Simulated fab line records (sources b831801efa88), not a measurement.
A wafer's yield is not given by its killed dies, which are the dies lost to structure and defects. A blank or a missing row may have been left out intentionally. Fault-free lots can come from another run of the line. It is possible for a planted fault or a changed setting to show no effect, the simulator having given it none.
The same fault as seen by 2 desks + flow sky130 + every desk sees just its own numbers, and what lay behind them comes last

## DESK OF THE TOOL OWNER: rieDiel-04
The tool's own readings at SKY_VIA1_ETCH_14 (etches BARC in N2/H2, stops on SiO2, time 45.9 s, target depth 60 nm): means of the sampled wafers that have a number, for each lot that ran on this tool. The brackets show how far a lot's mean lies from the usual mean; more than 4 standard deviations puts the lot out of limits, marked OUT.
Columns: A = drypumpMotorCurrentA at SKY_VIA1_ETCH_14, usual 5.8 A; B = oesProductAu at SKY_VIA1_ETCH_14, usual 0.856 a.u.; C = throttleValvePct at SKY_VIA1_ETCH_14, usual 13.225 %
| lot  | first seen here | A   | B     | C      |
|------|-----------------|-----|-------|--------|
| L696 | day 36 16:37    | 6.0 | 0.861 | 13.223 |
| L698 | day 37 07:47    | 6.1 | 0.859 | 13.234 |
| L702 | day 38 19:25    | 6.0 | 0.854 | 13.213 |
Result from this desk: across the 3 lots, nothing is out of limits.

## THE METROLOGY DESK
Means of the sampled wafers that have a number, per lot and without regard to the tool the lot ran on: this is what the gauges read. The brackets show how far a lot's mean lies from the usual mean; more than 4 standard deviations puts the lot out of limits, marked OUT.
Columns: A = SD_P_TW at SKY_SD_P_TW_MEAS_11, usual 2826
| lot  | first seen here | A    |
|------|-----------------|------|
| L695 | day 27 11:22    | 2826 |
| L696 | day 27 21:31    | 2833 |
| L697 | day 28 05:29    | 2832 |
| L698 | day 28 14:42    | 2836 |
| L701 | day 30 00:13    | 2800 |
| L702 | day 30 09:26    | 2802 |
| L708 | day 32 13:36    | 2812 |
| L711 | day 33 12:34    | 2824 |
| L712 | day 33 14:25    | 2826 |
| L713 | day 33 21:32    | 2818 |
Result from this desk: across the 10 lots, nothing is out of limits.

## TAKEN TOGETHER
The desk of the tool owner found nothing out of limits.
Nothing out of limits was seen by the metrology desk.

## WHAT THE SIMULATOR HAD PUT IN
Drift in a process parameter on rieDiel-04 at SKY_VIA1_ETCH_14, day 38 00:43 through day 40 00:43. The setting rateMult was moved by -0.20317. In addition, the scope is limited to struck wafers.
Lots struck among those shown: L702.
